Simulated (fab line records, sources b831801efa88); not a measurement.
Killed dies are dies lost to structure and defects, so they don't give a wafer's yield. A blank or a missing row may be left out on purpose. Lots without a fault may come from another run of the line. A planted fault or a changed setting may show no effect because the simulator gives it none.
Tool commonality check | flow gf180mcu | 11 lots, 33 wafers sampled

WHY IT WAS OPENED
At GF_PSD_RS_MEAS_14 the reading NSD_RS is flagged on 2 of 11 lots. Wafers without a fault read 46.19 ohm/sq, standard deviation 0.1.
Rule: a lot is flagged when every wafer of it that has a number lies more than 4 standard deviations from that mean, or none has a number. The other lots count as sound.

lot  | measured     | on            | NSD_RS (ohm/sq), wafer by wafer | flag
L537 | day 14 06:26 | film_metro-03 | 46.14 46.14 46.22               |
L538 | day 14 10:48 | film_metro-02 | 46.24 46.26 46.32               |
L542 | day 15 22:46 | film_metro-02 | 46.41 46.25 46.37               |
L543 | day 16 08:46 | film_metro-03 | 46.25 46.25 46.28               |
L546 | day 17 14:41 | film_metro-01 | 46.18 46.15 46.15               |
L552 | day 19 17:25 | film_metro-01 | 46.06 46.03 46.08               |
L553 | day 20 02:03 | film_metro-02 | 73.92 73.78 73.60               | FLAGGED
L554 | day 20 08:39 | film_metro-02 | 73.13 72.84 72.90               | FLAGGED
L556 | day 21 03:07 | film_metro-02 | 46.26 46.34 46.26               |
L559 | day 22 01:20 | film_metro-02 | 46.29 46.21 46.20               |
L560 | day 22 12:33 | film_metro-01 | 46.14 46.11 46.10               |
The numbers of the flagged lots are 73.36 ohm/sq on average: +27.17 ohm/sq against the usual, or +99 or more standard deviations.

WHICH TOOL RAN EACH LOT
The record holds 3 process steps before the reading, out of a route of 602 steps. In each cell: the tool, then ch and the chambers that the sampled wafers went through, then the start.
lot  | flag    | GF_NSD_IMPLANT_09               | GF_NSD_STRIP_11                      | GF_PSD_STRIP_10
L537 |         | implanter-04 ch 0, day 13 09:10 | plasma_asher-01 ch 1, day 13 09:28   | plasma_asher-03 ch 0,1, day 14 06:08
L538 |         | implanter-03 ch 0, day 13 13:44 | plasma_asher-02 ch 0,1, day 13 14:01 | plasma_asher-01 ch 0,1, day 14 10:26
L542 |         | implanter-02 ch 0, day 15 00:56 | plasma_asher-01 ch 0,1, day 15 01:11 | plasma_asher-01 ch 0,1, day 15 22:27
L543 |         | implanter-03 ch 0, day 15 10:22 | plasma_asher-03 ch 0,1, day 15 10:38 | plasma_asher-03 ch 0,1, day 16 08:28
L546 |         | implanter-02 ch 0, day 16 14:37 | plasma_asher-03 ch 0,1, day 16 14:55 | plasma_asher-03 ch 0,1, day 17 14:23
L552 |         | implanter-03 ch 0, day 18 16:22 | plasma_asher-03 ch 0,1, day 18 16:40 | plasma_asher-04 ch 0,1, day 19 17:07
L553 | FLAGGED | implanter-03 ch 0, day 19 00:34 | plasma_asher-01 ch 0,1, day 19 00:52 | plasma_asher-04 ch 0,1, day 20 01:46
L554 | FLAGGED | implanter-03 ch 0, day 19 07:07 | plasma_asher-03 ch 0,1, day 19 07:25 | plasma_asher-01 ch 0,1, day 20 08:22
L556 |         | implanter-02 ch 0, day 20 02:04 | plasma_asher-02 ch 0,1, day 20 02:22 | plasma_asher-04 ch 0,1, day 21 02:49
L559 |         | implanter-04 ch 0, day 21 00:38 | plasma_asher-03 ch 0,1, day 21 00:55 | plasma_asher-03 ch 0,1, day 22 01:02
L560 |         | implanter-02 ch 0, day 21 12:44 | plasma_asher-01 ch 0,1, day 21 13:02 | plasma_asher-03 ch 0,1, day 22 12:16
What these steps do:
- GF_NSD_IMPLANT_09
- GF_NSD_STRIP_11: strips in O2/N2.
- GF_PSD_STRIP_10: strips in O2/N2.
- GF_PSD_RS_MEAS_14: measures by four-point-probe.

FLAGGED OVER TOTAL, TOOL BY TOOL (the gauges that took the reading come last)
step              | tool            | lots run | flagged | share of the flagged lots | sound lots run after its first flagged lot
GF_NSD_IMPLANT_09 | implanter-02    | 4        | 0       | none                      | -
GF_NSD_IMPLANT_09 | implanter-03    | 5        | 2       | all                       | 0
GF_NSD_IMPLANT_09 | implanter-04    | 2        | 0       | none                      | -
GF_NSD_STRIP_11   | plasma_asher-01 | 4        | 1       | some                      | 1 (L560)
GF_NSD_STRIP_11   | plasma_asher-02 | 2        | 0       | none                      | -
GF_NSD_STRIP_11   | plasma_asher-03 | 5        | 1       | some                      | 1 (L559)
GF_PSD_STRIP_10   | plasma_asher-01 | 3        | 1       | some                      | 0
GF_PSD_STRIP_10   | plasma_asher-03 | 5        | 0       | none                      | -
GF_PSD_STRIP_10   | plasma_asher-04 | 3        | 1       | some                      | 1 (L556)
GF_PSD_RS_MEAS_14 | film_metro-01   | 3        | 0       | none                      | -
GF_PSD_RS_MEAS_14 | film_metro-02   | 6        | 2       | all                       | 2 (L556,L559)
GF_PSD_RS_MEAS_14 | film_metro-03   | 2        | 0       | none                      | -

WHAT THE TABLE ALLOWS
2 rows of the table ran every flagged lot: implanter-03 at GF_NSD_IMPLANT_09, film_metro-02 at GF_PSD_RS_MEAS_14.
- implanter-03 at GF_NSD_IMPLANT_09: 2 of its 5 lots flagged. Its last sound lot is L552 (day 18 16:22), its first flagged lot L553 (day 19 00:34): a fault that began between those two fits. Its own readings lie more than 4 standard deviations out on every wafer of the flagged lots: dose_ions_cm2, faraday_current_uA.
- film_metro-02 at GF_PSD_RS_MEAS_14: 2 of its 6 lots flagged. Sound lots ran on it after the first flagged one (L556, L559), which a lasting fault on the whole tool wouldn't allow.
One tool is left: implanter-03 at GF_NSD_IMPLANT_09.

WHAT THE SIMULATOR HAD PUT IN
Process parameter drift: implanter-03, from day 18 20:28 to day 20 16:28, at GF_NSD_IMPLANT_09. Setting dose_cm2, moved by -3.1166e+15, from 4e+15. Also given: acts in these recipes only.
Lots struck among those shown: L553, L554. The rule above found the same.
